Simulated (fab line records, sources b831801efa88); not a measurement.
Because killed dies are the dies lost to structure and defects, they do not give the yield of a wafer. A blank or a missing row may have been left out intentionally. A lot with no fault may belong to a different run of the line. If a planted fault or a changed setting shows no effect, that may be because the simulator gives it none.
2 desks looking at one fault ; flow gf180mcu ; each desk has only its own numbers; what lay behind them comes last

FOR THE TOOL OWNER'S DESK: cvdW-01
The tool's own readings at GF_CONTACT_CVD_24 (deposits W, target thk 300 nm, time 90.339 s): means of the sampled wafers that have a number, for each lot that ran on this tool. Any lot whose mean is over 4 standard deviations away from the usual mean is out of limits and marked OUT; that distance is given in the brackets.
Columns: A = chamberPressureTorr at GF_CONTACT_CVD_24, usual 40.02 Torr; B = heaterPowerW at GF_CONTACT_CVD_24, usual 886 W
lot;first seen here;A;B
L959;day 18 04:37;39.90;909
L960;day 18 09:05;40.00;859
L963;day 19 08:40;36.70 (-39) OUT;918
L974;day 23 08:31;40.07;802
L975;day 23 16:21;39.97;858
L976;day 23 17:37;39.94;912
L977;day 24 00:11;39.94;859
This desk finds L963 out of limits, L963 being first, at day 19 08:40 (chamberPressureTorr at GF_CONTACT_CVD_24). L959, L960, L974, L975, L976, L977: within limits.

FROM THE METROLOGY DESK
What the gauges read, lot by lot, whatever tool the lot ran on: means of the sampled wafers that have a number. Any lot whose mean is over 4 standard deviations away from the usual mean is out of limits and marked OUT; that distance is given in the brackets.
Columns: A = CONTACT_CVD_00_THK at GF_CONTACT_THK_MEAS_01, usual 301.1 nm; B = cdNm at GF_CONTACT_CD_MEAS_14, usual 220.0 nm; C = CONTACT_W_RS at GF_CONTACT_RS_MEAS_25, usual 0.382 ohm/sq; D = CONTACT_W_THK at GF_CONTACT_THK_MEAS_26, usual 302 nm
lot;first seen here;A;B;C;D
L954;day 15 09:01;299.8;218.1;0.375;306
L955;day 15 16:56;298.6;219.8;0.381;305
L957;day 16 06:14;300.8;220.1;0.381;307
L958;day 16 14:47;303.5;218.6;0.376;309
L959;day 17 03:43;300.9;221.2;0.380;305
L960;day 17 08:43;302.1;220.5;0.385;299
L961;day 17 20:10;300.6;220.5;0.381;299
L963;day 18 07:23;296.4;219.5;0.405 (+5.3) OUT;289
L973;day 21 21:46;303.5;219.8;0.379;304
L974;day 22 06:49;301.6;219.4;0.382;303
L975;day 22 18:10;300.7;217.3;0.388;297
L976;day 22 19:43;300.0;221.6;0.388;296
L977;day 23 00:34;305.4;220.8;0.379;308
This desk finds L963 out of limits, with the earliest case on L963 at day 19 08:46 (CONTACT_W_RS at GF_CONTACT_RS_MEAS_25). L954, L955, L957, L958, L959, L960, L961, L973, L974, L975, L976, L977: within limits.

ALL TOGETHER
At day 19 08:40, on L963, the tool owner's desk was in a position to raise an alarm.
At day 19 08:46 the metrology desk could have sounded an alarm, on L963.
Of the lots named, all ran GF_CONTACT_CVD_24 on cvdW-01.

WHAT THE SIMULATOR HAD PUT IN
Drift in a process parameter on cvdW-01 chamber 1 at GF_CONTACT_CVD_24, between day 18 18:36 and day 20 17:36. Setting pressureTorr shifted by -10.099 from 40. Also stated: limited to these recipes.
Struck lots among those shown: L963.
Delay (hours) between the fault's onset and each desk's first out-of-limits reading: 14 at the tool owner's desk, 14 at the metrology desk.
